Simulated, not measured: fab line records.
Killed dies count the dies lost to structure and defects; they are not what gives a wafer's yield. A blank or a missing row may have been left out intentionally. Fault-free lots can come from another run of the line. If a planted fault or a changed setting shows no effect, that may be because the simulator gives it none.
2 desks looking at one fault    flow sky130    every desk sees just its own numbers, and what lay behind them comes last

## FOR THE TOOL OWNER'S DESK: furnace-01
The tool's own readings at SKY_GATE_OXIDE_OXIDATION_01 (stabilise 600 s, purge 300 s, target thk 10.268 nm): means of the sampled wafers that have a number, for each lot that ran on this tool. Marked OUT: a lot whose mean sits more than 4 standard deviations from the usual mean, which makes it out of limits; the brackets give that distance.
Columns: A = spikeTcTopC at SKY_GATE_OXIDE_OXIDATION_01, usual 909.0 C; B = tube_center_temp_C_max at SKY_GATE_OXIDE_OXIDATION_01, usual 902.3; C = zonePowerBottomPct at SKY_GATE_OXIDE_OXIDATION_01, usual 27.9 %; D = zonePowerLowerPct at SKY_GATE_OXIDE_OXIDATION_01, usual 19.1 %
lot   first seen here  A      B      C     D
L176  day 12 09:18     909.5  902.4  27.3  17.8
L178  day 13 05:32     910.4  902.5  27.7  17.7
L181  day 13 21:05     911.6  902.7  27.8  18.0
L183  day 15 00:05     911.9  902.3  27.8  17.9
L184  day 15 02:40     911.6  902.3  27.6  17.9
L188  day 16 18:08     911.3  902.2  27.6  17.9
L195  day 18 21:09     910.8  902.2  27.6  18.0
L196  day 19 07:12     910.9  902.4  27.7  17.9
This desk's finding: nothing out of limits on any of the 8 lots.

## METROLOGY DESK
What the gauges read for every lot (on any tool): the sampled wafers with a number, averaged. Marked OUT: a lot whose mean sits more than 4 standard deviations from the usual mean, which makes it out of limits; the brackets give that distance.
Columns: A = GATE_OXIDE_OXIDATION_00_THK at SKY_GATE_OXIDE_THK_MEAS_02, usual 10.30 nm; B = METAL1_ALCU_RS at SKY_METAL1_RS_MEAS_05, usual 0.1261 ohm/sq
lot   first seen here  A               B
L176  day 12 10:43     10.04           0.1258
L178  day 13 06:58     10.37           0.1237
L181  day 13 22:31     10.52           0.1248
L180  day 14 00:13     10.39           0.1270
L183  day 15 01:29     10.22           0.1284
L184  day 15 04:05     10.19           0.1263
L185  day 15 08:07     9.91            0.1288
L186  day 15 21:51     10.21           0.1267
L188  day 16 19:33     10.55           0.1267
L195  day 18 22:34     7.49 (-17) OUT  0.1271
L196  day 19 08:37     7.65 (-16) OUT  0.1241
This desk's result: L195, L196 out of limits, first on L195 (GATE_OXIDE_OXIDATION_00_THK at SKY_GATE_OXIDE_THK_MEAS_02), day 18 22:34. Within limits: L176, L178, L181, L180, L183, L184, L185, L186, L188.

## BROUGHT TOGETHER
On L195, L196, the metrology desk was in a position to raise an alarm at day 18 22:34.
The desk of the tool owner found nothing out of limits.
On record at the tool owner's desk: L195, L196, within its limits.
All the named lots went through SKY_GATE_OXIDE_OXIDATION_01 on furnace-01.

## WHAT HAD BEEN PUT IN BY THE SIMULATOR
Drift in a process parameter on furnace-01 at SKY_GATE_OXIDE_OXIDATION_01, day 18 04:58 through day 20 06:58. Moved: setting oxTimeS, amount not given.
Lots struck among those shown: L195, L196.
Delay in hours, fault start to first out-of-limits reading, per desk: metrology desk 18.
